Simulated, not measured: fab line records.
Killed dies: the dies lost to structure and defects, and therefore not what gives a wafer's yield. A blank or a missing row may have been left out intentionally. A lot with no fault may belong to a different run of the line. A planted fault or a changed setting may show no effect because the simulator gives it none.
Which tool did it?    flow gf180mcu    Sampling: 14 lots, 42 wafers, 4 of 602 route steps

== WHAT EACH GAUGE READ, for each wafer ==
GF_NWELL_OVL_MEAS_07. Usual: NWELL_OVL typically reads -0.5 nm, with standard deviation 1.6.
lot   measured     on          NWELL_OVL (nm)  flag
L977  day 3 07:26  overlay-02  0.2 -0.2 0.6    
L978  day 3 11:49  overlay-02  -0.2 -0.5 1.1   
L979  day 3 17:56  overlay-02  -1.6 0.6 -0.1   
L980  day 3 23:49  overlay-02  0.2 -0.4 0.3    
L981  day 4 04:34  overlay-01  -1.8 1.3 0.0    
L982  day 4 12:13  overlay-02  -0.4 -0.7 -2.0  
L987  day 5 13:19  overlay-02  2.0 1.8 1.3     
L988  day 5 20:28  overlay-02  -1.5 -1.8 -0.4  
L989  day 6 00:19  overlay-02  -1.4 -2.5 -1.6  
L990  day 6 06:58  overlay-02  -0.9 -1.2 -1.3  
L993  day 6 22:41  overlay-02  -0.2 1.2 -0.5   
L998  day 8 03:43  overlay-01  -0.4 -0.2 1.1   
L999  day 8 09:08  overlay-01  0.2 -2.7 0.0    
L100  day 8 14:43  overlay-02  -1.3 -0.7 -0.2  

GF_VT_IMPLANT_OVL_MEAS_40. Usual: VT_IMPLANT_03_OVL typically reads -1.2 nm, with standard deviation 1.3.
lot   measured      on          VT_IMPLANT_03_OVL (nm)  flag
L977  day 7 11:57   overlay-02  -2.1 -0.4 0.1           
L978  day 7 18:55   overlay-02  -1.7 -0.1 -1.5          
L979  day 8 02:14   overlay-02  -2.0 -1.1 -1.9          
L980  day 8 10:04   overlay-01  -3.8 -3.6 -2.4          
L981  day 8 15:19   overlay-02  -0.5 -1.2 -2.6          
L982  day 9 00:34   overlay-01  -2.1 -2.0 -1.0          
L987  day 10 08:04  overlay-01  0.5 -1.1 1.0            
L988  day 10 17:17  overlay-02  -0.1 -0.7 -0.4          
L989  day 10 21:37  overlay-01  -2.7 -2.5 -2.8          
L990  day 11 05:32  overlay-02  0.5 0.8 -0.3            
L993  day 12 00:35  overlay-01  -3.3 -1.1 -3.2          
L998  day 13 11:37  overlay-01  -1.4 0.0 -0.5           
L999  day 13 19:21  overlay-01  -1.8 -1.8 -0.1          
L100  day 14 00:19  overlay-01  1.5 -1.9 -1.3           

GF_HV_LDD_OVL_MEAS_08. Usual: HV_LDD_OVL typically reads 0.1 nm, with standard deviation 1.2.
lot   measured      on          HV_LDD_OVL (nm)  flag
L977  day 10 00:25  overlay-02  -0.4 0.5 0.2     
L978  day 10 06:59  overlay-01  -0.6 -0.9 -1.2   
L979  day 10 12:52  overlay-02  0.6 1.2 -0.7     
L980  day 11 02:21  overlay-02  -2.1 -0.6 -2.1   
L981  day 11 07:51  overlay-02  0.8 1.0 0.9      
L982  day 11 12:51  overlay-02  -1.9 -2.1 -1.2   
L987  day 13 01:30  overlay-02  -1.1 -0.6 -1.1   
L988  day 13 11:12  overlay-02  1.8 1.8 2.8      
L989  day 13 17:38  overlay-01  -1.5 -1.6 -1.1   
L990  day 14 02:31  overlay-02  1.5 -0.6 1.6     
L993  day 14 22:52  overlay-01  -0.6 -1.1 -0.6   
L998  day 16 12:03  overlay-01  1.2 1.7 1.7      
L999  day 16 21:22  overlay-02  0.2 -0.5 0.5     
L100  day 17 02:47  overlay-02  0.1 -1.2 -1.9    

== TOOL THAT RAN EACH LOT (tool first, then ch and the chambers of the sampled wafers, then the start) ==
lot   GF_POLY_GATE_ETCH_13
L977  rie_si-02 ch 0,1, day 9 05:19
L978  rie_si-02 ch 0,3, day 9 10:02
L979  rie_si-02 ch 0,1,2, day 9 17:41
L980  rie_si-01 ch 1,2, day 10 04:35
L981  rie_si-01 ch 0,3, day 10 10:14
L982  rie_si-02 ch 1,2,3, day 10 17:20
L987  rie_si-01 ch 0,2,3, day 12 02:16
L988  rie_si-02 ch 0,3, day 12 12:20
L989  rie_si-02 ch 0,3, day 12 19:23
L990  rie_si-01 ch 2,3, day 13 04:58
L993  rie_si-02 ch 0,1,2, day 13 23:38
L998  rie_si-02 ch 0,2, day 15 12:02
L999  rie_si-01 ch 2,3, day 15 20:21
L100  rie_si-01 ch 0,1,3, day 16 02:37
- GF_POLY_GATE_ETCH_13: etches poly-Si in HBr/Cl2, stops on SiO2, target depth 198.5 nm, time 69.6 s.

== AS READ BY THE TOOLS THEMSELVES (means over the sampled wafers that have a number; for cases with no such wafer, the mark the record gives instead) ==
GF_POLY_GATE_ETCH_13. Usual: chamber_pressure_mTorr 10.000 mTorr, standard deviation 0.0085; drypump_motor_current_A 5.7 A, standard deviation 0.59; he_backside_leak_sccm 2.67 sccm, standard deviation 0.22; oes_product_au 0.994 a.u., standard deviation 0.0063; throttle_valve_pct 33.683 %, standard deviation 0.009.
lot   tool       chamber_pressure_mTorr (mTorr)  drypump_motor_current_A (A)  he_backside_leak_sccm (sccm)  oes_product_au (a.u.)  throttle_valve_pct (%)  flag
L977  rie_si-02  9.997                           5.7                          2.52                          0.989                  33.690                  
L978  rie_si-02  9.983                           6.4                          2.86                          0.999                  33.688                  
L979  rie_si-02  10.006                          5.9                          2.59                          0.988                  33.686                  
L980  rie_si-01  10.009                          5.6                          2.50                          0.991                  33.686                  
L981  rie_si-01  10.000                          4.9                          2.64                          1.000                  33.687                  
L982  rie_si-02  9.994                           6.3                          2.73                          0.997                  33.678                  
L987  rie_si-01  10.007                          5.2                          2.61                          0.943                  33.685                  OFF
L988  rie_si-02  10.001                          6.1                          2.69                          0.997                  33.690                  
L989  rie_si-02  10.002                          6.5                          2.69                          0.992                  33.693                  
L990  rie_si-01  9.990                           5.4                          2.43                          0.883                  33.680                  OFF
L993  rie_si-02  9.997                           5.9                          2.63                          1.001                  33.686                  
L998  rie_si-02  10.001                          6.0                          2.67                          0.991                  33.682                  
L999  rie_si-01  10.003                          5.4                          2.99                          0.985                  33.684                  
L100  rie_si-01  9.999                           5.2                          2.63                          0.990                  33.684                  

== THE ANSWER, worked out from the rows above alone ==
Rule: a lot counts as off when the mean over its wafers that have a number is more than 3 standard deviations away from the usual mean. Also off: a lot with no number at a reading for which 4 or more lots have one. All remaining lots with rows at the step are treated as sound. The gauges are gone through in route order, then the tools' own readings, and for those a lot's mean is taken as printed above. At the first step where some lot is off, the reading lying furthest off is the one used; lots without a number count as furthest.
Off: L987, L990 (GF_POLY_GATE_ETCH_13, oes_product_au).
A tool fits if, at that step or a process step before it, it ran every lot that is off, and no sound lot after the first of them. Not one of the candidates tried fits.

== WHAT THE SIMULATOR PUT IN ==
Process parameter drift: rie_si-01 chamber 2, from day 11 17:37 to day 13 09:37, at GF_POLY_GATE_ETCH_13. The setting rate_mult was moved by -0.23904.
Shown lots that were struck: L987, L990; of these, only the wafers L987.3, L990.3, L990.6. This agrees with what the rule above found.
